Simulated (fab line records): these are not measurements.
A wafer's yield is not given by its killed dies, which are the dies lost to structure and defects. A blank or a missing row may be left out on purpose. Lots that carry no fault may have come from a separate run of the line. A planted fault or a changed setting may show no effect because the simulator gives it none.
Problem report, 8D (eight disciplines) form, completed by code | flow gf180mcu | the parts of the form that need people (team, actions taken, sign-off) are left out

## 1. PROBLEM STATEMENT
Mean of spike tc centre C at GF_DUAL_GATE_OXIDATION_15: 837.0 C across 6 wafers in 2 lots; on wafers with no fault it is 849.5 C (standard deviation 0.88). That puts it -14 standard deviations away from the usual mean.
The step: stabilise 600 s, purge 300 s, target thk 7.098 nm.
Earliest sighting: wafer L747.1 on furnace-01 at day 11 16:28. The record holds 39 wafers of 13 lots with a number at this step. The rule behind "out" and "out of limits": a value lying over 4 standard deviations away from the usual mean. Any other wafer with a number is counted as sound.

## 2. WHAT IT IS, WHAT IT ISN'T
question                    | is                                                                                       | is not
which readings at this step | spike tc centre C, spike tc bottom C, spike tc lower C, spike tc top C, spike tc upper C | zone power lower pct
which lots                  | L747, L748                                                                               | L736, L737, L738, L739, L741, L750, L751, L753, L755, L756, L759
which wafers of those lots  | all that have a number                                                                   | -
read on which tools         | furnace-01                                                                               | furnace-02
when                        | from day 11 16:28                                                                        | up to then (15 sound wafers); but 18 sound wafers of L750, L751, L753, L755, L756, L759 came after

## 3. SUSPECTS, AND WHAT RULES EACH OUT
Counting: a tool stays on the suspect list if, at a process step up to the reading, it processed all lots that are out and no sound lot following the first of them.
- plasma asher-01 at GF_VT_IMPLANT_STRIP_42 (strips in O2/N2): ruled out as a lasting fault. Following L747 (day 10 14:59), the first lot on it that is out, the sound lots L750, L753, L755, L756, L759 were run on it.
- furnace-01 at GF_DUAL_GATE_OXIDATION_15 (stabilise 600 s, purge 300 s, target thk 7.098 nm): ruled out as a lasting fault. Following L747 (day 11 16:28), the first lot on it that is out, the sound lots L759 were run on it.
Left after counting: nothing in the record.

## 4. THE CAUSE (what the simulator had put in)
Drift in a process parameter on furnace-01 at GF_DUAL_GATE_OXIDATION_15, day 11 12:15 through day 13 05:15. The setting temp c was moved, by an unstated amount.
Counting ruled it out, wrongly.

## 5. SEQUENCE OF EFFECTS, ordered by route
Each row: a reading where the mean over the struck wafers with a number is more than 3 standard deviations away from the usual. Only readings for which the record gives a usual standard deviation are gone through. hours: the time from each lot's start at the first step in this table that gives one to its start at this step, as a median over the lots. sigmas: the change in usual standard deviations.
hours | step                      | reading           | usual   | on struck wafers | change | sigmas
0     | GF_DUAL_GATE_OXIDATION_15 | spike tc bottom C | 872.0 C | 862.5            | -9.5   | -5.3
0     | GF_DUAL_GATE_OXIDATION_15 | spike tc centre C | 849.5 C | 837.0            | -12.5  | -14
0     | GF_DUAL_GATE_OXIDATION_15 | spike tc lower C  | 850.3 C | 837.9            | -12.4  | -13
0     | GF_DUAL_GATE_OXIDATION_15 | spike tc top C    | 863.4 C | 852.4            | -11.0  | -8.4
0     | GF_DUAL_GATE_OXIDATION_15 | spike tc upper C  | 849.1 C | 836.3            | -12.8  | -12
Process steps it contains:
- GF_DUAL_GATE_OXIDATION_15: stabilise 600 s, purge 300 s, target thk 7.098 nm.

## 6. HOW IT WOULD HAVE BEEN CAUGHT EARLIER
4 hours passed between the start of the fault at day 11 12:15 and the first reading out of limits in this record, taken at day 11 16:28.
